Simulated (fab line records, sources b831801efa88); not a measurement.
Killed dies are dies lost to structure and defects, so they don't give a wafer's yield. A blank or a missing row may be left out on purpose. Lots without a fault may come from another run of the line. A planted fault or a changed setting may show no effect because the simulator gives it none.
A struck lot beside a sound one | flow gf180mcu | 16 steps out of a route of 602
Sound: wafers L493.1, L493.3, L493.4. Struck: wafers L510.1, L510.5, L510.6. The cause comes at the end.
At each step with rows: each side's tool, then ch and its chambers, then its first start. Under that, the readings that differ: sound wafers | struck wafers | difference of the means | sigmas: that difference in standard deviations of wafers without a fault.
alike: readings whose means differ by less than 2 such deviations, and words and numbers that are the same on both sides. not compared: withheld readings, readings that some wafer has no value for, bounds like >300 that may hide the same value, and numbers for which the record gives no deviation and whose values overlap.
The two part at a step that has a row with sigmas, a row that says differs or no value, or rows on one side only. Numbers that don't overlap but have no deviation are shown without sigmas and don't part them. A reading that every wafer of one side lacks parts them only if that side has two wafers or more.

GF_HV_LDD_THK_MEAS_57:
  sound on film_metro-03, day 12 14:25; struck on film_metro-04, day 18 20:23
  alike: HV_LDD_CVD_56_THK
GF_HV_LDD_ETCHBACK_58: etches Si3N4 in CH3F/O2, stops on SiO2, time 100 s, target depth 90 nm.
  sound on rie_diel-03 ch 0,1,3, day 12 14:28; struck on rie_diel-04 ch 1,2,3, day 18 20:27
  reading               | sound             | struck            | difference | sigmas
  oes_product_au (a.u.) | 0.851 0.846 0.848 | 0.834 0.840 0.829 | -0.014     | -2
  alike: drypump_motor_current_A, throttle_valve_pct
  not compared: rf_hours_counter_h
then, 7 steps without rows for these wafers: GF_NSD_DEHYDRATE_00 (time 60 s); GF_NSD_HMDS_01 (prime time 60 s); GF_NSD_COAT_02 (resist thk 1000 nm); GF_NSD_SOFTBAKE_03 (time 60 s); GF_NSD_EXPOSE_04 (exposes mask Nplus, target cd 400 nm); GF_NSD_PEB_05; GF_NSD_DEVELOP_06 (develop time 60 s).
GF_NSD_CD_MEAS_07: target cd 400 nm.
  sound on cd_sem-02, day 13 09:32; struck on cd_sem-02, day 19 20:31
  alike: cd_nm
GF_NSD_OVL_MEAS_08:
  sound on overlay-01, day 13 09:40; struck on overlay-01, day 19 20:38
  alike: NSD_OVL
then, 1 step without rows for these wafers: GF_NSD_IMPLANT_09.
GF_NSD_IMPLANT_10:
  sound on implanter-04 ch 0, day 13 09:51; struck on implanter-04 ch 0, day 19 20:49
  reading                   | sound                | struck               | difference | sigmas
  beam_energy_keV           | 40.014 40.001 40.018 | 44.847 44.866 44.854 | +4.845     | +99 or more
  model.implant.rp_nm (nm)  | 48.84 48.84 48.84    | 55.35 55.35 55.35    | +6.51      |
  model.implant.drp_nm (nm) | 21.16 21.16 21.16    | 23.32 23.32 23.32    | +2.16      |
  alike: beam_on_s, dose_ions_cm2
GF_NSD_STRIP_11: strips in O2/N2.
  sound on plasma_asher-03 ch 0,1, day 13 10:00; struck on plasma_asher-04 ch 0,1, day 19 20:58
  reading                      | sound             | struck            | difference | sigmas
  strip_time_to_endpoint_s (s) | 22.98 22.96 22.98 | 23.16 23.14 23.12 | +0.17      | +5
  alike: drypump_motor_current_A, heater_power_w, oes_product_au
  not compared: rf_hours_counter_h
GF_NSD_TW_MEAS_12:
  sound on film_metro-03, day 13 10:06; struck on film_metro-01, day 19 21:04
  reading | sound          | struck         | difference | sigmas
  NSD_TW  | 4255 4222 4254 | 4395 4404 4419 | +162       | +3
-- the record jumps here: 14 days lie between the struck wafers' starts before and after (it left off in module NSD and takes up again in module PASSIVATION, whose first step shown is number 602 of the route) --
GF_PASSIVATION_PROBE_99:
  the record has rows for the struck wafers here (prober-01, day 34 02:22) and none for the sound ones

WHERE THEY PART
First at GF_HV_LDD_ETCHBACK_58; last, within this record, at GF_PASSIVATION_PROBE_99.

WHY: what the simulator had put in
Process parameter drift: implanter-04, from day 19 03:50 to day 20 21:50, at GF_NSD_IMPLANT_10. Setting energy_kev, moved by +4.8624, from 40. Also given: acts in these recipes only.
